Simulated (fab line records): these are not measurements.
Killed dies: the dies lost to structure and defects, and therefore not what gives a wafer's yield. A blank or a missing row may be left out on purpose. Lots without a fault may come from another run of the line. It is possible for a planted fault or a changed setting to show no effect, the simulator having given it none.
Which tool was responsible? ; flow sky130 ; route of 708 steps, sampled at 1 step: 12 lots, 36 wafers

## WHAT EACH GAUGE READ, for each wafer
SKY_VIA2_OVL_MEAS_13.
lot;measured;on;VIA2_OVL (nm)
L075;day 37 20:35;overlay-01;6 10 9
L077;day 38 18:02;overlay-01;2 11 2
L079;day 39 01:53;overlay-02;9 5 6
L081;day 40 01:13;overlay-02;-4 5 -10
L083;day 40 04:59;overlay-02;-2 -2 6
L085;day 41 03:05;overlay-01;7 2 11
L087;day 41 11:59;overlay-01;-5 -6 0
L089;day 42 02:26;overlay-01;-9 -7 -8
L091;day 42 12:23;overlay-02;0 2 -9
L093;day 43 03:26;overlay-02;-10 -4 -2
L095;day 43 17:44;overlay-01;-4 -6 -7
L097;day 44 06:02;overlay-02;-1 1 2

## EACH LOT AND THE TOOL THAT RAN IT (in order: tool; ch and the chambers of the sampled wafers; start)
The record shows no process step preceding these readings.

## THE ANSWER, worked out from the rows above alone
Rule: what is usual is taken from the lots themselves. The widest of any qualifying gaps counts: lots, ordered by their means at a reading, are off when they make up no more than a third of the lots, leave a main group of 4 or more, and stand apart from it by 3 or more times the standard deviation of that group's means. If all means in a main group match to the digits the tables above print for the reading, that group is not used. A lot without any number at a reading at which 4 lots or more have one is off too. All remaining lots with rows at the step are treated as sound.
Across all readings shown, no lot is off: no conclusion can be drawn from this.

## WHAT WAS PUT IN BY THE SIMULATOR
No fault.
